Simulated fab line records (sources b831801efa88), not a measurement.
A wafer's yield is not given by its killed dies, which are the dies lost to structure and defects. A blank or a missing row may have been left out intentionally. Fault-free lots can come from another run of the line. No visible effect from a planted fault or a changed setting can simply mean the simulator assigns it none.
fab line records	flow sky130
record: lots: 11	wafers: 33	lastDay: 50
route steps=708 shown FIELD_ISO@11 VT_ADJUST_HVTP@93 LDD_LDN@301 SPACER@306 PAD_OPEN@708
lots that met no fault: taken from a fault-free run of the same line
startH: hours from the record's first day to the start of the lot's first wafer shown	waitH: how many hours have passed since the lot's step before this one	" same as the row above	L1.1+2: a row that stands for several wafers	- no value, or no start given	* or withheld: withheld	< > ~ a bound
route shown NAME@n: a module of which the file shows steps, and the number in the route of the first	usual: the fault-free wafers' mean and standard deviation	same: alike in all rows	chamber/n: place in a boat	sites: the reading at each site	_std_site: the values' standard deviation	_edge_site: inner sites' mean taken away from outer sites' mean	radiusMm: how far each site lies from the wafer's centre	mask NAME#n: copy n	behind: tool/chamber where the wafer was last shaped	hold: why the lot went on hold/how many hours it stayed there/how the hold came to an end	device: names the non-switching transistor (n, p or np)	end of line: tests run on the same wafers once the route is complete	a step without rows: its recipe alone	killed: at the first sort, the dies lost to defects and structure; wafer yield is something else	map: the dies of a wafer, with x for killed, . for not killed, _ for no die there
set.NAME: the setting the step ran with; set.NAME@STEP: the setting that earlier step ran with	model.NAME: the simulator's own value behind a step, which no gauge read
the route's steps for a sample of lots (tables are steps, rows are wafers)
services: from which hour (startH, from the record's first day; less than 0 if before it) a tool's chamber was out of use, for how many hours, and why
== steps ==
step: SKY_FIELD_ISO_EXPOSE_10
recipe: maskId: FOM	na: 0.68	sourceShape: annular	sigmaInner: 0.4	sigmaOuter: 0.8	targetCdNm: 150	doseMj: 28
usual: exposureDoseMJCm2: 28.40/0.085
same: na: 0.68
lot.wafer	tool	chamber	startH	waitH	mask	exposureDoseMJCm2
L193.1	krfScanner-02	0	31.64	-	FOM#0	28.42
L193.4	"	0	"	"	FOM#0	28.46
L193.6	"	0	"	"	FOM#0	28.42
L194.1	krfScanner-01	0	42.59	-	FOM#0	28.26
L194.2	"	0	"	"	FOM#0	28.24
L194.5	"	0	"	"	FOM#0	28.24
L195.4	krfScanner-02	0	42.89	-	FOM#0	28.44
L195.5	"	0	"	"	FOM#0	28.46
L195.6	"	0	"	"	FOM#0	28.45
L197.1	krfScanner-02	0	51.36	-	FOM#0	28.46
L197.2	"	0	"	"	FOM#0	28.48
L197.3	"	0	"	"	FOM#0	28.42
L198.2	krfScanner-02	0	59.68	-	FOM#0	31.67
L198.4	"	0	"	"	FOM#0	31.65
L198.6	"	0	"	"	FOM#0	31.66
L199.2	krfScanner-02	0	62.37	-	FOM#0	31.66
L199.3	"	0	"	"	FOM#0	31.67
L199.4	"	0	"	"	FOM#0	31.63
L200.1	krfScanner-02	0	66.36	-	FOM#0	31.66
L200.2	"	0	"	"	FOM#0	31.67
L200.5	"	0	"	"	FOM#0	31.66
L201.2	krfScanner-02	0	73.23	-	FOM#0	30.49
L201.5	"	0	"	"	FOM#0	30.45
L201.6	"	0	"	"	FOM#0	30.46
L205.2	krfScanner-01	0	94.46	-	FOM#0	28.27
L205.4	"	0	"	"	FOM#0	28.24
L205.5	"	0	"	"	FOM#0	28.26
L209.1	krfScanner-01	0	118.78	-	FOM#0	28.24
L209.4	"	0	"	"	FOM#0	28.23
L209.5	"	0	"	"	FOM#0	28.25
L212.1	krfScanner-01	0	128.73	-	FOM#0	28.33
L212.3	"	0	"	"	FOM#0	28.29
L212.5	"	0	"	"	FOM#0	28.33
step: SKY_FIELD_ISO_CD_MEAS_13
recipe: targetCdNm: 150
usual: cdNm: 149.9/1.8
lot.wafer	tool	chamber	startH	waitH	hold	cdNm
L193.1	cdSem-01	-	38.91	-	-	147.7
L193.4	"	-	"	"	-	149.2
L193.6	"	-	"	"	-	149.1
L194.1	cdSem-01	-	49.68	-	-	149.5
L194.2	"	-	"	"	-	151.2
L194.5	"	-	"	"	-	149.3
L195.4	cdSem-01	-	50.03	-	-	148.2
L195.5	"	-	"	"	-	150.2
L195.6	"	-	"	"	-	149.7
L197.1	cdSem-01	-	59.55	-	-	149.9
L197.2	"	-	"	"	-	150.0
L197.3	"	-	"	"	-	150.6
L198.2	cdSem-01	-	67.53	-	awaitDispo/0.2h/release	129.4
L198.4	"	-	"	"	awaitDispo/0.2h/release	130.8
L198.6	"	-	"	"	awaitDispo/0.2h/release	128.7
L198.2	cdSem-01	-	67.82	0.3	-	129.0
L198.4	"	-	"	"	-	131.3
L198.6	"	-	"	"	-	128.3
L199.2	cdSem-02	-	70.33	-	awaitDispo/0.2h/release	128.0
L199.3	"	-	"	"	awaitDispo/0.2h/release	128.4
L199.4	"	-	"	"	awaitDispo/0.2h/release	128.8
L199.2	cdSem-02	-	70.62	0.3	-	128.0
L199.3	"	-	"	"	-	128.2
L199.4	"	-	"	"	-	128.5
L200.1	cdSem-02	-	74.76	-	awaitDispo/0.2h/release	129.4
L200.2	"	-	"	"	awaitDispo/0.2h/release	130.0
L200.5	"	-	"	"	awaitDispo/0.2h/release	130.4
L200.1	cdSem-02	-	75.04	0.3	-	129.0
L200.2	"	-	"	"	-	130.2
L200.5	"	-	"	"	-	130.5
L201.2	cdSem-02	-	81.18	-	awaitDispo/0.2h/release	137.0
L201.5	"	-	"	"	awaitDispo/0.2h/release	137.5
L201.6	"	-	"	"	awaitDispo/0.2h/release	137.6
L201.2	cdSem-02	-	81.47	0.3	-	137.1
L201.5	"	-	"	"	-	137.3
L201.6	"	-	"	"	-	137.5
L205.2	cdSem-02	-	102.53	-	-	149.8
L205.4	"	-	"	"	-	148.0
L205.5	"	-	"	"	-	148.8
L209.1	cdSem-01	-	128.16	-	-	152.3
L209.4	"	-	"	"	-	153.0
L209.5	"	-	"	"	-	152.2
L212.1	cdSem-02	-	138.30	-	-	150.5
L212.3	"	-	"	"	-	150.9
L212.5	"	-	"	"	-	152.1
step: SKY_VT_ADJUST_HVTP_OVL_MEAS_08
usual: VT_ADJUST_HVTP_OVL: 1.2/1.3
lot.wafer	tool	chamber	startH	waitH	VT_ADJUST_HVTP_OVL[nm]
L193.1	overlay-01	-	135.43	0.1	3.7
L193.4	"	-	"	"	1.9
L193.6	"	-	"	"	3.6
L194.1	overlay-01	-	148.88	0.1	2.0
L194.2	"	-	"	"	1.2
L194.5	"	-	"	"	1.8
L195.4	overlay-02	-	149.24	0.1	-0.7
L195.5	"	-	"	"	-0.9
L195.6	"	-	"	"	-1.2
L197.1	overlay-02	-	160.33	0.1	3.6
L197.2	"	-	"	"	1.3
L197.3	"	-	"	"	4.1
L198.2	overlay-02	-	167.89	0.1	0.8
L198.4	"	-	"	"	3.1
L198.6	"	-	"	"	2.3
L199.2	overlay-01	-	172.23	0.1	3.0
L199.3	"	-	"	"	1.2
L199.4	"	-	"	"	1.4
L200.1	overlay-02	-	179.98	0.1	1.5
L200.2	"	-	"	"	-0.1
L200.5	"	-	"	"	2.9
L201.2	overlay-01	-	187.79	0.1	2.1
L201.5	"	-	"	"	0.3
L201.6	"	-	"	"	1.3
L205.2	overlay-01	-	212.03	0.1	-0.5
L205.4	"	-	"	"	2.0
L205.5	"	-	"	"	2.8
L209.1	overlay-01	-	246.87	0.1	0.7
L209.4	"	-	"	"	2.7
L209.5	"	-	"	"	3.4
L212.1	overlay-02	-	255.67	0.1	-0.4
L212.3	"	-	"	"	1.6
L212.5	"	-	"	"	1.5
step: SKY_LDD_LDN_STRIP_12
recipe: chemistry: O2/N2	powerW: 1400	pressureMtorr: 1500	platenTempC: withheld	o2FlowSccm: 3000	n2FlowSccm: 300	overashFraction: 0.5
usual: chamberPressureMTorr: 1500.1/1.3	drypumpMotorCurrentA: 6.1/0.35	oesProductAu: 0.715/0.0047	stripTimeToEndpointS: 14.18/0.048
lot.wafer	tool	chamber	startH	waitH	chamberPressureMTorr	drypumpMotorCurrentA	oesProductAu	rfHoursCounterH	stripTimeToEndpointS
L193.1	plasmaAsher-02	0	554.88	0.1	1503.0	5.8	0.710	11	14.14
L193.4	"	1	"	"	1499.8	6.1	0.712	-	14.12
L193.6	"	0	"	"	1499.3	5.8	0.725	-	14.09
L195.4	plasmaAsher-01	1	563.76	0.1	1498.1	6.7	0.711	-	14.22
L195.5	"	1	"	"	1501.4	6.7	0.718	-	14.21
L195.6	"	0	"	"	1502.3	6.2	0.720	-	14.27
L194.1	plasmaAsher-03	1	565.58	0.1	1499.4	5.7	0.721	48	14.07
L194.2	"	0	"	"	1499.3	5.8	0.718	48	14.08
L194.5	"	1	"	"	1500.7	5.7	0.709	-	14.07
L197.1	plasmaAsher-03	0	577.43	0.1	1501.4	5.8	0.721	49	14.29
L197.2	"	1	"	"	1498.7	5.7	0.712	49	14.19
L197.3	"	1	"	"	1502.5	5.7	0.718	-	14.20
L198.2	plasmaAsher-02	0	590.25	0.1	1497.8	5.8	0.715	14	14.20
L198.4	"	0	"	"	1500.3	5.8	0.716	-	14.20
L198.6	"	0	"	"	1499.3	5.8	0.719	-	14.18
L199.2	plasmaAsher-03	0	591.73	0.1	1499.4	5.8	0.710	50	14.21
L199.3	"	0	"	"	1498.5	5.8	0.719	-	14.24
L199.4	"	1	"	"	1500.3	5.7	0.706	-	14.15
L200.1	plasmaAsher-01	1	605.38	0.1	1499.7	6.7	0.712	97	14.24
L200.2	"	0	"	"	1500.6	6.2	0.712	97	14.26
L200.5	"	0	"	"	1499.6	6.2	0.719	-	14.25
L201.2	plasmaAsher-01	1	622.30	0.1	1500.4	6.7	0.711	99	14.13
L201.5	"	0	"	"	1500.0	6.2	0.720	-	14.13
L201.6	"	1	"	"	1498.7	6.7	0.715	-	14.11
L205.2	plasmaAsher-01	0	653.69	0.1	1499.2	6.2	0.720	102	14.20
L205.4	"	1	"	"	1499.3	6.7	0.717	-	14.13
L205.5	"	1	"	"	1500.7	6.7	0.713	-	14.12
L209.1	plasmaAsher-03	0	691.40	0.1	1498.4	5.8	0.712	61	14.11
L209.4	"	1	"	"	1499.3	5.7	0.714	-	14.13
L209.5	"	1	"	"	1501.2	5.7	0.716	-	14.15
L212.1	plasmaAsher-01	0	695.99	0.1	1500.8	6.2	0.715	106	14.15
L212.3	"	0	"	"	1499.8	6.1	0.710	-	14.15
L212.5	"	0	"	"	1500.6	6.2	0.707	-	14.21
step: SKY_SPACER_ETCHBACK_02
recipe: chemistry: CH3F/O2	target: Si3N4	stopOn: SiO2	sourceW: 400	biasW: 80	pressureMtorr: 25	ch3fFlowSccm: 40	O2_flow_sccm: 30	timeS: 46.7	targetDepthA: 450
usual: chamberPressureMTorr: 25.000/0.023	drypumpMotorCurrentA: 5.7/0.48	oesProductAu: 0.854/0.007	rfFwdPowerW: 395.8/1.8	throttleValvePct: 10.561/0.0091
lot.wafer	tool	chamber	startH	waitH	chamberPressureMTorr	drypumpMotorCurrentA	oesProductAu	rfFwdPowerW	rfHoursCounterH	throttleValvePct
L193.1	rieDiel-02	2	556.36	0.1	24.985	6.1	0.851	399.2	13	10.552
L193.4	"	2	"	"	25.065	6.1	0.858	398.6	-	10.554
L193.6	"	1	"	"	24.973	5.4	0.866	396.8	-	10.544
L195.4	rieDiel-02	2	565.21	0.0	25.034	6.1	0.853	398.1	14	10.552
L195.5	"	3	"	"	25.002	5.2	0.861	398.8	-	10.562
L195.6	"	2	"	"	25.033	6.1	0.854	396.5	-	10.568
L194.1	rieDiel-02	0	567.94	0.1	25.064	6.2	0.844	397.2	1	10.560
L194.2	"	3	"	"	24.984	5.2	0.858	393.5	0	10.557
L194.5	"	3	"	"	25.011	5.2	0.860	393.0	-	10.564
L197.1	rieDiel-01	0	578.91	0.1	24.978	5.8	0.866	393.7	41	10.572
L197.2	"	3	"	"	24.994	6.4	0.858	397.6	27	10.568
L197.3	"	1	"	"	24.963	6.4	0.857	395.2	7	10.554
L198.2	rieDiel-01	2	592.14	0.0	24.979	5.2	0.854	394.8	5	10.555
L198.4	"	3	"	"	24.998	6.4	0.853	394.7	27	10.560
L198.6	"	1	"	"	24.951	6.4	0.858	394.8	-	10.570
L199.2	rieDiel-02	0	594.70	0.0	24.984	6.2	0.860	395.8	2	10.572
L199.3	"	2	"	"	24.981	6.1	0.865	400.6	14	10.568
L199.4	"	3	"	"	24.992	5.2	0.861	396.1	1	10.552
L200.1	rieDiel-01	0	606.86	0.1	24.989	5.7	0.850	394.6	41	10.570
L200.2	"	2	"	"	25.009	5.2	0.859	397.1	6	10.576
L200.5	"	3	"	"	24.976	6.4	0.857	393.4	-	10.564
L201.2	rieDiel-01	3	623.77	0.0	24.984	6.4	0.867	396.0	28	10.550
L201.5	"	2	"	"	24.996	5.2	0.862	396.4	-	10.563
L201.6	"	3	"	"	25.008	6.4	0.856	395.5	-	10.555
L205.2	rieDiel-02	0	655.18	0.0	24.992	6.2	0.860	399.5	3	10.561
L205.4	"	3	"	"	24.990	5.2	0.862	396.7	2	10.555
L205.5	"	2	"	"	25.017	6.1	0.864	397.7	-	10.572
L209.1	rieDiel-01	2	693.55	0.1	24.972	5.2	0.856	394.0	8	10.557
L209.4	"	0	"	"	24.988	5.7	0.859	394.8	43	10.555
L209.5	"	2	"	"	25.025	5.2	0.856	395.3	-	10.553
L212.1	rieDiel-02	3	697.47	0.1	25.009	5.2	0.858	396.4	3	10.560
L212.3	"	0	"	"	24.980	6.2	0.846	397.7	4	10.566
L212.5	"	0	"	"	24.988	6.2	0.847	398.2	-	10.558
step: SKY_PAD_OPEN_PROBE_99
usual: killed_at_M0_to_M3: 43/6.8	killed_at_M4_up: 3.2/1.7	killedAtContacts: 24/5.7	killedAtFrontEnd: 16/4.3	killedAtOther: 0.3/0.56	killedDies: 86/9.5	killedOpen: 47/6.9	killedShort: 39/5.8
same: grossDies: 492	killedAtBackSide: 0
lot.wafer	tool	chamber	startH	waitH	hold	killed_at_M0_to_M3	killed_at_M4_up	killedAtContacts	killedAtFrontEnd	killedAtOther	killedDies	killedOpen	killedShort
L193.1	prober-02	-	1090.17	0.1	-	54	2	26	15	0	97	53	44
L193.4	prober-02	-	1090.32	0.2	-	48	3	17	11	0	79	40	39
L193.6	prober-02	-	1090.42	0.2	-	44	5	22	10	0	81	45	36
L195.4	prober-01	-	1100.13	0.2	-	58	3	32	13	0	106	57	49
L195.5	prober-01	-	1100.18	0.2	-	43	1	15	12	0	71	37	34
L195.6	prober-01	-	1100.23	0.2	-	48	3	28	10	0	89	51	38
L194.1	prober-02	-	1102.54	0.1	-	39	2	18	13	0	72	40	32
L194.2	prober-02	-	1102.59	0.1	-	37	3	21	22	0	83	46	37
L194.5	prober-02	-	1102.74	0.2	-	42	3	28	18	0	91	51	39
L197.1	prober-01	-	1110.23	0.1	-	34	2	13	13	1	63	33	30
L197.2	prober-01	-	1110.28	0.1	-	35	4	25	17	0	81	38	42
L197.3	prober-01	-	1110.33	0.2	-	40	5	20	12	1	78	36	42
L198.2	prober-01	-	1117.36	0.1	awaitDispo/2.1h/release	40	4	26	57	0	127	51	33
L198.4	prober-01	-	1117.46	0.2	awaitDispo/2.1h/release	34	5	32	43	0	114	53	37
L198.6	prober-01	-	1117.56	0.2	awaitDispo/2.1h/release	43	2	27	74	0	146	45	52
L199.2	prober-02	-	1120.97	0.1	awaitDispo/0.6h/release	47	6	26	56	0	135	47	42
L199.3	prober-02	-	1121.02	0.2	awaitDispo/0.6h/release	43	3	32	64	0	142	51	42
L199.4	prober-02	-	1121.07	0.2	awaitDispo/0.6h/release	49	3	15	64	0	131	47	40
L200.1	prober-01	-	1129.67	0.1	awaitDispo/3.4h/release	46	2	28	75	2	153	57	45
L200.2	prober-01	-	1129.72	0.1	awaitDispo/3.4h/release	54	6	15	37	1	113	46	41
L200.5	prober-01	-	1129.87	0.2	awaitDispo/3.4h/release	40	2	20	62	0	124	35	38
L201.2	prober-02	-	1138.22	0.1	-	45	3	24	14	1	87	44	42
L201.5	prober-02	-	1138.37	0.2	-	28	3	16	21	0	68	35	32
L201.6	prober-02	-	1138.42	0.2	-	43	1	26	25	0	95	51	40
L205.2	prober-02	-	1158.72	0.1	-	44	2	19	14	1	80	44	35
L205.4	prober-02	-	1158.82	0.2	-	46	3	18	13	0	80	43	37
L205.5	prober-02	-	1158.87	0.2	-	44	4	30	20	0	98	56	41
L209.1	prober-02	-	1185.27	0.1	-	44	5	30	16	1	96	56	39
L209.4	prober-02	-	1185.42	0.2	-	39	4	28	19	0	90	46	43
L209.5	prober-02	-	1185.47	0.2	-	33	1	23	20	0	77	48	29
L212.1	prober-02	-	1188.52	0.1	-	42	2	27	15	1	87	42	45
L212.3	prober-02	-	1188.62	0.2	-	44	3	23	12	0	82	49	33
L212.5	prober-02	-	1188.72	0.2	-	50	2	26	14	0	92	48	44
killed by level:class
L193.1 VIA1:geometricParticle:open=12 LI_CONTACT:geometricParticle:open=11 VIA2:geometricParticle:open=9 CONTACT:geometricParticle:short=6 METAL1:geometricParticle:short=6 VIA1:geometricParticle:short=6 METAL2:geometricParticle:short=6 POLY_GATE:geometricParticle:open=5
L193.4 METAL2:geometricParticle:short=7 LI_CONTACT:geometricParticle:open=6 CONTACT:geometricParticle:open=6 VIA1:geometricParticle:open=6 METAL1:geometricParticle:short=5 VIA3:geometricParticle:short=5 VIA2:geometricParticle:open=5 METAL3:geometricParticle:short=5
L193.6 VIA1:geometricParticle:open=11 VIA3:geometricParticle:open=8 LI_CONTACT:geometricParticle:short=6 LI_CONTACT:geometricParticle:open=6 FIELD_ISO:geometricParticle:short=5 CONTACT:geometricParticle:open=5 VIA2:geometricParticle:open=5 CONTACT:geometricParticle:short=4
L195.4 CONTACT:geometricParticle:open=13 METAL1:geometricParticle:short=10 VIA1:geometricParticle:open=10 LI_CONTACT:geometricParticle:open=8 METAL2:geometricParticle:short=8 VIA3:geometricParticle:open=7 VIA3:geometricParticle:short=6 FIELD_ISO:geometricParticle:open=5
L195.5 VIA2:geometricParticle:open=8 CONTACT:geometricParticle:open=6 VIA1:geometricParticle:open=6 VIA3:geometricParticle:short=5 METAL1:geometricParticle:short=5 VIA2:geometricParticle:short=5 VIA3:geometricParticle:open=5 FIELD_ISO:geometricParticle:open=3
L195.6 LI_CONTACT:geometricParticle:open=10 CONTACT:geometricParticle:open=8 METAL2:geometricParticle:short=8 VIA1:geometricParticle:open=8 METAL1:geometricParticle:open=6 FIELD_ISO:geometricParticle:open=5 METAL1:geometricParticle:short=5 VIA3:geometricParticle:short=5
L194.1 CONTACT:geometricParticle:open=10 VIA1:geometricParticle:open=7 FIELD_ISO:geometricParticle:short=5 METAL1:geometricParticle:short=5 VIA1:geometricParticle:short=5 VIA2:geometricParticle:open=5 LI_CONTACT:geometricParticle:open=4 VIA2:geometricParticle:short=4
L194.2 VIA1:geometricParticle:open=7 FIELD_ISO:geometricParticle:open=6 LI_CONTACT:geometricParticle:open=6 CONTACT:geometricParticle:open=6 VIA3:geometricParticle:open=6 POLY_GATE:geometricParticle:open=5 METAL1:geometricParticle:short=5 POLY_GATE:geometricParticle:short=4
L194.5 CONTACT:geometricParticle:open=11 LI_CONTACT:geometricParticle:open=10 VIA1:geometricParticle:open=10 VIA2:geometricParticle:open=7 FIELD_ISO:geometricParticle:short=5 METAL2:geometricParticle:short=5 CONTACT:geometricParticle:short=4 METAL1:geometricParticle:short=4
L197.1 VIA3:geometricParticle:open=9 VIA1:geometricParticle:open=5 METAL2:geometricParticle:short=5 POLY_GATE:geometricParticle:short=4 LI_CONTACT:geometricParticle:open=4 VIA2:geometricParticle:open=4 LOCAL_INTERCONNECT:geometricParticle:short=3 CONTACT:geometricParticle:open=3
L197.2 METAL1:geometricParticle:short=10 LI_CONTACT:geometricParticle:open=8 CONTACT:geometricParticle:open=7 VIA2:geometricParticle:open=7 POLY_GATE:geometricParticle:short=5 CONTACT:geometricParticle:short=5 VIA1:geometricParticle:open=5 VIA3:geometricParticle:open=5
L197.3 LI_CONTACT:geometricParticle:open=7 CONTACT:geometricParticle:short=7 VIA1:geometricParticle:open=7 VIA1:geometricParticle:short=6 METAL2:geometricParticle:short=6 CONTACT:geometricParticle:open=4 METAL1:geometricParticle:short=4 VIA2:geometricParticle:short=4
L198.2 FIELD_ISO:areaExpose=40 LI_CONTACT:geometricParticle:open=11 VIA1:geometricParticle:open=11 CONTACT:geometricParticle:open=7 VIA3:geometricParticle:open=6 POLY_GATE:geometricParticle:short=5 METAL1:geometricParticle:short=5 VIA2:geometricParticle:open=5
L198.4 FIELD_ISO:areaExpose=24 CONTACT:geometricParticle:open=17 VIA1:geometricParticle:open=10 FIELD_ISO:geometricParticle:open=7 VIA3:geometricParticle:open=6 FIELD_ISO:geometricParticle:short=5 LOCAL_INTERCONNECT:geometricParticle:short=5 POLY_GATE:geometricParticle:short=4
L198.6 FIELD_ISO:areaExpose=48 LI_CONTACT:geometricParticle:open=10 VIA1:geometricParticle:open=9 FIELD_ISO:geometricParticle:short=8 METAL1:geometricParticle:short=7 CONTACT:geometricParticle:short=7 FIELD_ISO:geometricParticle:open=5 LOCAL_INTERCONNECT:geometricParticle:short=5
L199.2 FIELD_ISO:areaExpose=46 CONTACT:geometricParticle:open=12 VIA2:geometricParticle:short=9 VIA1:geometricParticle:open=8 CONTACT:geometricParticle:short=5 LI_CONTACT:geometricParticle:open=5 VIA1:geometricParticle:short=5 VIA2:geometricParticle:open=5
L199.3 FIELD_ISO:areaExpose=49 VIA1:geometricParticle:open=12 CONTACT:geometricParticle:open=12 LI_CONTACT:geometricParticle:open=10 FIELD_ISO:geometricParticle:short=5 VIA3:geometricParticle:open=5 VIA2:geometricParticle:open=5 LI_CONTACT:geometricParticle:short=4
L199.4 FIELD_ISO:areaExpose=44 VIA1:geometricParticle:open=17 VIA1:geometricParticle:short=9 METAL2:geometricParticle:short=7 FIELD_ISO:geometricParticle:short=6 LI_CONTACT:geometricParticle:open=6 METAL1:geometricParticle:short=5 FIELD_ISO:geometricParticle:open=4
L200.1 FIELD_ISO:areaExpose=50 VIA1:geometricParticle:open=13 FIELD_ISO:geometricParticle:open=9 LI_CONTACT:geometricParticle:open=9 CONTACT:geometricParticle:open=8 METAL2:geometricParticle:short=8 VIA2:geometricParticle:open=8 FIELD_ISO:geometricParticle:short=7
L200.2 FIELD_ISO:areaExpose=26 VIA1:geometricParticle:open=14 METAL2:geometricParticle:short=9 LI_CONTACT:geometricParticle:open=5 METAL1:geometricParticle:short=5 VIA3:geometricParticle:open=5 CONTACT:geometricParticle:open=4 VIA1:geometricParticle:short=4
L200.5 FIELD_ISO:areaExpose=51 VIA1:geometricParticle:short=11 CONTACT:geometricParticle:open=8 VIA1:geometricParticle:open=7 FIELD_ISO:geometricParticle:short=4 FIELD_ISO:geometricParticle:open=4 LI_CONTACT:geometricParticle:open=4 VIA2:geometricParticle:open=4
L201.2 LI_CONTACT:geometricParticle:open=10 VIA3:geometricParticle:open=8 VIA1:geometricParticle:open=8 CONTACT:geometricParticle:short=7 VIA1:geometricParticle:short=7 METAL1:geometricParticle:short=6 FIELD_ISO:geometricParticle:short=4 FIELD_ISO:geometricParticle:open=4
L201.5 FIELD_ISO:geometricParticle:short=7 CONTACT:geometricParticle:open=7 SPACER:geometricParticle:open=6 VIA1:geometricParticle:open=6 VIA3:geometricParticle:open=5 POLY_GATE:geometricParticle:open=4 LOCAL_INTERCONNECT:geometricParticle:short=4 METAL2:geometricParticle:short=4
L201.6 CONTACT:geometricParticle:open=11 FIELD_ISO:geometricParticle:short=8 VIA2:geometricParticle:open=8 VIA1:geometricParticle:open=7 VIA3:geometricParticle:open=6 FIELD_ISO:geometricParticle:open=5 SPACER:geometricParticle:open=5 LI_CONTACT:geometricParticle:short=5
L205.2 CONTACT:geometricParticle:open=10 VIA1:geometricParticle:open=9 VIA2:geometricParticle:open=7 VIA3:geometricParticle:open=7 VIA1:geometricParticle:short=6 FIELD_ISO:geometricParticle:open=3 POLY_GATE:geometricParticle:short=3 VIA2:geometricParticle:short=3
L205.4 VIA1:geometricParticle:open=17 FIELD_ISO:geometricParticle:open=6 VIA1:geometricParticle:short=6 LI_CONTACT:geometricParticle:open=5 LOCAL_INTERCONNECT:geometricParticle:short=5 CONTACT:geometricParticle:short=5 METAL1:geometricParticle:short=5 VIA3:geometricParticle:open=5
L205.5 CONTACT:geometricParticle:open=16 VIA1:geometricParticle:open=11 VIA1:geometricParticle:short=10 LI_CONTACT:geometricParticle:open=6 FIELD_ISO:geometricParticle:short=5 FIELD_ISO:geometricParticle:open=5 VIA2:geometricParticle:open=5 VIA3:geometricParticle:open=5
L209.1 CONTACT:geometricParticle:open=14 VIA1:geometricParticle:open=13 VIA2:geometricParticle:open=6 FIELD_ISO:geometricParticle:short=5 METAL1:geometricParticle:short=5 LOCAL_INTERCONNECT:geometricParticle:short=5 LI_CONTACT:geometricParticle:open=5 VIA3:geometricParticle:short=5
L209.4 CONTACT:geometricParticle:open=8 LI_CONTACT:geometricParticle:open=8 METAL1:geometricParticle:short=8 CONTACT:geometricParticle:short=7 FIELD_ISO:geometricParticle:short=6 VIA2:geometricParticle:open=6 VIA3:geometricParticle:open=5 METAL2:geometricParticle:short=5
L209.5 VIA3:geometricParticle:open=10 LI_CONTACT:geometricParticle:open=7 POLY_GATE:geometricParticle:open=6 CONTACT:geometricParticle:open=6 FIELD_ISO:geometricParticle:short=5 FIELD_ISO:geometricParticle:open=5 METAL2:geometricParticle:short=5 VIA1:geometricParticle:open=5
L212.1 VIA3:geometricParticle:open=12 LI_CONTACT:geometricParticle:open=9 METAL2:geometricParticle:short=7 CONTACT:geometricParticle:open=7 METAL1:geometricParticle:short=6 VIA1:geometricParticle:open=6 FIELD_ISO:geometricParticle:short=4 POLY_GATE:geometricParticle:short=4
L212.3 VIA1:geometricParticle:open=14 VIA3:geometricParticle:open=9 CONTACT:geometricParticle:open=8 FIELD_ISO:geometricParticle:short=7 LI_CONTACT:geometricParticle:open=6 CONTACT:geometricParticle:short=5 VIA2:geometricParticle:open=5 VIA2:geometricParticle:short=4
L212.5 VIA3:geometricParticle:open=10 VIA1:geometricParticle:open=9 CONTACT:geometricParticle:open=8 VIA2:geometricParticle:open=8 VIA1:geometricParticle:short=7 CONTACT:geometricParticle:short=5 LOCAL_INTERCONNECT:geometricParticle:short=5 METAL1:geometricParticle:short=5
== services ==
tool	chamber	startH	hours	kind
krfScanner-02	-	7.86	1.1	repair
krfScanner-02	-	46.23	0.9	repair
krfScanner-02	-	46.25	1.0	repair
krfScanner-02	-	52.82	1.4	repair
krfScanner-02	-	112.33	1.3	pm
krfScanner-02	-	126.37	1.0	pm
krfScanner-02	-	160.67	3.6	pm
krfScanner-02	-	164.44	0.8	pm
krfScanner-02	-	176.97	4.4	pm
krfScanner-02	-	183.13	1.6	repair
krfScanner-02	-	288.23	1.3	pm
krfScanner-02	-	295.37	1.0	pm
krfScanner-02	-	333.24	0.8	pm
krfScanner-02	-	464.13	1.3	pm
krfScanner-02	-	465.43	1.0	pm
krfScanner-02	-	468.90	4.0	pm
krfScanner-02	-	502.04	0.8	pm
krfScanner-02	-	555.09	1.5	repair
krfScanner-02	-	604.50	3.3	repair
krfScanner-02	-	630.64	2.8	repair
krfScanner-02	-	633.42	1.0	pm
krfScanner-02	-	640.03	1.3	pm
krfScanner-02	-	670.84	0.8	pm
krfScanner-02	-	674.40	1.4	repair
== key ==
firstSign: step: SKY_FIELD_ISO_EXPOSE_10	reading: exposureDoseMJCm2	direction: up	sigmas: 35	usual: *	struck: *
effect: step: SKY_FIELD_ISO_CD_MEAS_13	reading: visit	direction: added	through: controlLoop
effect: step: SKY_FIELD_ISO_CD_MEAS_13	reading: cdNm	direction: down	sigmas: 11	usual: 149.9	struck: 131.3	through: controlLoop
effect: step: SKY_PAD_OPEN_PROBE_99	reading: killedAtFrontEnd	direction: up	sigmas: 7.9	usual: 16	struck: 49	wafersMoved: 9
moreKillsBornAt: SKY_FIELD_ISO_EXPOSE_10@krfScanner-02: 380
metAt SKY_FIELD_ISO_EXPOSE_10
struckLots L198,L199,L200,L201
testerLeftOut L198,L199,L200,L201
loopTrim: step: SKY_FIELD_ISO_EXPOSE_10	setting: dose	lots: L201
notActingAt SKY_VT_ADJUST_HVTP_OVL_MEAS_08,SKY_LDD_LDN_STRIP_12,SKY_SPACER_ETCHBACK_02
onsetBetween 51.36 59.68
fault: kind: processParameterDrift	tool: krfScanner-02	chamber: -	onsetH: 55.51	steps: SKY_FIELD_ISO_EXPOSE_10	channel: doseMj	offset: 3.1831	shape: step	actsIn: theseRecipesOnly	stated: 28
testerLeftOut: of these lots the tester's yield and bins aren't shown, on N5 and GAA mostly nor the transistor test; their killed dies are dies lost to structure and defects alone, not to doping, threshold or leakage, so they don't give the yield
loopTrim: a control loop set the setting to another value than it would have without faults
